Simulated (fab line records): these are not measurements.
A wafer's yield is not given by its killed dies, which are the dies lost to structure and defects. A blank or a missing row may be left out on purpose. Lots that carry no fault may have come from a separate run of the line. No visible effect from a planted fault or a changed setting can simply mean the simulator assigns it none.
One fault through the eyes of 2 desks || flow sky130 || numbers are kept per desk, each desk with only its own; the story behind them comes last

METROLOGY DESK
Lot by lot, what the gauges showed, no matter which tool ran the lot: averages of those sampled wafers that carry a number. Any lot whose mean is over 4 standard deviations away from the usual mean is out of limits and marked OUT; that distance is given in the brackets.
Columns: A = METAL5_ALCU_RS at SKY_METAL5_RS_MEAS_05, usual 0.02688 ohm/sq
{"lot": "L533", "first seen here": "day 43 06:16", "A": 0.02717}
{"lot": "L535", "first seen here": "day 43 16:22", "A": 0.02714}
{"lot": "L536", "first seen here": "day 43 23:36", "A": 0.02680}
{"lot": "L539", "first seen here": "day 44 19:46", "A": 0.02682}
{"lot": "L541", "first seen here": "day 45 20:20", "A": 0.02699}
{"lot": "L542", "first seen here": "day 45 20:30", "A": 0.02721}
{"lot": "L544", "first seen here": "day 46 04:52", "A": 0.02680}
{"lot": "L545", "first seen here": "day 46 10:55", "A": 0.02667}
{"lot": "L552", "first seen here": "day 48 04:19", "A": 0.02649}
{"lot": "L554", "first seen here": "day 48 14:45", "A": 0.02649}
{"lot": "L555", "first seen here": "day 48 19:46", "A": 0.02682}
{"lot": "L556", "first seen here": "day 48 23:17", "A": 0.02673}
This desk's verdict: no lot among the 12 shows anything out of limits.

TOOL OWNER'S DESK, lithoTrack-02
The tool's own readings at SKY_METAL5_DEVELOP_13 (develop time 60 s): means of the sampled wafers that have a number, for each lot that ran on this tool. Any lot whose mean is over 4 standard deviations away from the usual mean is out of limits and marked OUT; that distance is given in the brackets.
Columns: A = developerTempC at SKY_METAL5_DEVELOP_13, usual 23.01 C
{"lot": "L536", "first seen here": "day 44 21:41", "A": 23.01}
{"lot": "L541", "first seen here": "day 46 17:00", "A": 23.06}
{"lot": "L542", "first seen here": "day 46 17:20", "A": 23.05}
{"lot": "L544", "first seen here": "day 47 00:24", "A": "24.02 (+9.2) OUT"}
{"lot": "L545", "first seen here": "day 47 06:24", "A": "23.91 (+8.2) OUT"}
This desk's verdict: out of limits on L544, L545, starting with L544 at day 47 00:24 (developerTempC at SKY_METAL5_DEVELOP_13). In limits: L536, L541, L542.

PUT TOGETHER
The tool owner's desk had the chance to raise an alarm at day 47 00:24 on L544, L545.
At the metrology desk, nothing out of limits was observed.
The metrology desk has L544, L545 on record, within its limits.
Of the lots named, all ran SKY_METAL5_DEVELOP_13 on lithoTrack-02.

WHAT WAS PUT IN BY THE SIMULATOR
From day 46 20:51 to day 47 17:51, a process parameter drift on lithoTrack-02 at SKY_METAL5_DEVELOP_13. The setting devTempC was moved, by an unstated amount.
Shown lots that were struck: L544, L545.
Time in hours from fault onset to the first out-of-limits reading at each desk: the tool owner's desk, 4.
